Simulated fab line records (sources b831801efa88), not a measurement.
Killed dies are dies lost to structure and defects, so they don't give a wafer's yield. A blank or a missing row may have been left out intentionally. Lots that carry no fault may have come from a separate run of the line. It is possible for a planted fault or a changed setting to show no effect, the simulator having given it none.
The tool behind it: which one?    flow sky130    Sampling: 6 lots, 18 wafers, 3 of 708 route steps

== WHAT THE GAUGES SHOWED, per wafer ==
SKY_LDD_P_CD_MEAS_07: target cd 380 nm.
lot   measured      on        cdNm (nm)
L198  day 19 23:59  cdSem-01  378.7 379.8 379.6
L200  day 20 22:38  cdSem-01  382.4 382.3 383.3
L206  day 22 20:44  cdSem-02  376.8 378.5 376.5
L210  day 24 14:22  cdSem-01  382.7 379.1 377.0
L212  day 25 16:38  cdSem-02  380.0 380.8 379.6
L216  day 27 09:05  cdSem-02  377.7 380.9 381.2

== TOOL THAT RAN EACH LOT (tool first, then ch and the chambers of the sampled wafers, then the start) ==
lot   SKY_LDD_N_STRIP_16                   SKY_LDD_P_EXPOSE_04
L198  plasmaAsher-01 ch 0,1, day 18 17:26  ilineStepper-02 ch 0, day 19 09:19
L200  plasmaAsher-04 ch 0,1, day 19 14:09  ilineStepper-01 ch 0, day 20 05:17
L206  plasmaAsher-01 ch 0,1, day 21 13:55  ilineStepper-02 ch 0, day 22 05:49
L210  plasmaAsher-01 ch 1, day 23 08:36    ilineStepper-01 ch 0, day 23 23:19
L212  plasmaAsher-03 ch 0,1, day 24 11:21  ilineStepper-01 ch 0, day 25 02:15
L216  plasmaAsher-01 ch 0,1, day 26 08:20  ilineStepper-01 ch 0, day 26 21:17
- SKY_LDD_N_STRIP_16: strips in O2/N2.
- SKY_LDD_P_EXPOSE_04: exposes mask PSDM, target cd 380 nm.

== THE ANSWER, worked out from the rows above alone ==
Rule: the lots themselves supply what counts as usual. The widest of any qualifying gaps counts: lots, ordered by their means at a reading, are off when they make up no more than a third of the lots, leave a main group of 4 or more, and stand apart from it by 3 or more times the standard deviation of that group's means. A main group whose means are all the same, to the digits that the tables above print for the reading, isn't used. Also off: a lot with no number at a reading for which 4 or more lots have one. Where the step has rows for the other lots, those lots are counted as sound.
No lot is off on any of the readings shown, so nothing can be concluded from this.

== WHAT THE SIMULATOR PUT IN ==
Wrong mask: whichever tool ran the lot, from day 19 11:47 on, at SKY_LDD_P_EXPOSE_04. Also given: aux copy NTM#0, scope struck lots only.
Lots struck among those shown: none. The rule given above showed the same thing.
